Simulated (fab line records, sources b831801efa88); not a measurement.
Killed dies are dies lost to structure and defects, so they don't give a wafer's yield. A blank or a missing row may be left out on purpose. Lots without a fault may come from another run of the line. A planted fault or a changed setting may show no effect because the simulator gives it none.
Chamber matching | flow sfq_line | SFQ_TRILAYER_I1_VIA_BARC_OPEN_VIA_ETCH_071 on rie_diel-01: 4 sister chambers
The step etches BARC in O2, target depth 125 nm, time 41.7 s. 14 wafers are shown with their chamber, then 7 later ones without.

WAFERS WITH THEIR CHAMBER
wafer  | chamber | oes_product_au (a.u.)
L494.2 | 1       | 0.685
L494.3 | 3       | 0.685
L494.6 | 3       | 0.694
L497.2 | 1       | 0.682
L497.5 | 1       | 0.692
L497.6 | 0       | 0.685
L499.1 | 0       | 0.688
L499.3 | 1       | 0.682
L499.4 | 2       | 0.685
L500.1 | 1       | 0.691
L500.3 | 3       | 0.685
L500.4 | 2       | 0.672
L502.1 | 0       | 0.686
L502.4 | 3       | 0.687

SIGNATURES (means of the wafers above)
reading        | chamber 0 | chamber 1 | chamber 2 | chamber 3 | scatter within a chamber
oes_product_au | 0.68633   | 0.68640   | 0.67850   | 0.68775   | 0.00487
Rule: a wafer's distance from a chamber is the root of the sum, over the readings, of the square of ((its reading less the chamber's mean) divided by the reading's scatter). The wafer belongs to the nearest chamber; if the next one is less than 2 further off, it can't be placed. The scatter: the root of (the sum of the squares of (reading less its chamber's mean) over the shown wafers, divided by (wafers less chambers)).

WAFERS WITHOUT THEIR CHAMBER
wafer  | oes_product_au (a.u.)
L502.5 | 0.690
L509.2 | 0.682
L509.3 | 0.685
L509.5 | 0.681
L514.2 | 0.679
L514.4 | 0.679
L514.5 | 0.681

WHICH CHAMBER EACH WENT THROUGH
wafer  | from the rows above               | in truth
L502.5 | can't be placed: 3 or 1 or 0 or 2 | 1
L509.2 | can't be placed: 2 or 0 or 1 or 3 | 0
L509.3 | can't be placed: 0 or 1 or 3 or 2 | 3
L509.5 | can't be placed: 2 or 0 or 1 or 3 | 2
L514.2 | can't be placed: 2 or 0 or 1 or 3 | 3
L514.4 | can't be placed: 2 or 0 or 1 or 3 | 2
L514.5 | can't be placed: 2 or 0 or 1 or 3 | 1
Placed correctly: 0 of 7. Can't be placed from these rows: 7 (the true chamber is among the candidates in 7). Placed wrongly: 0.
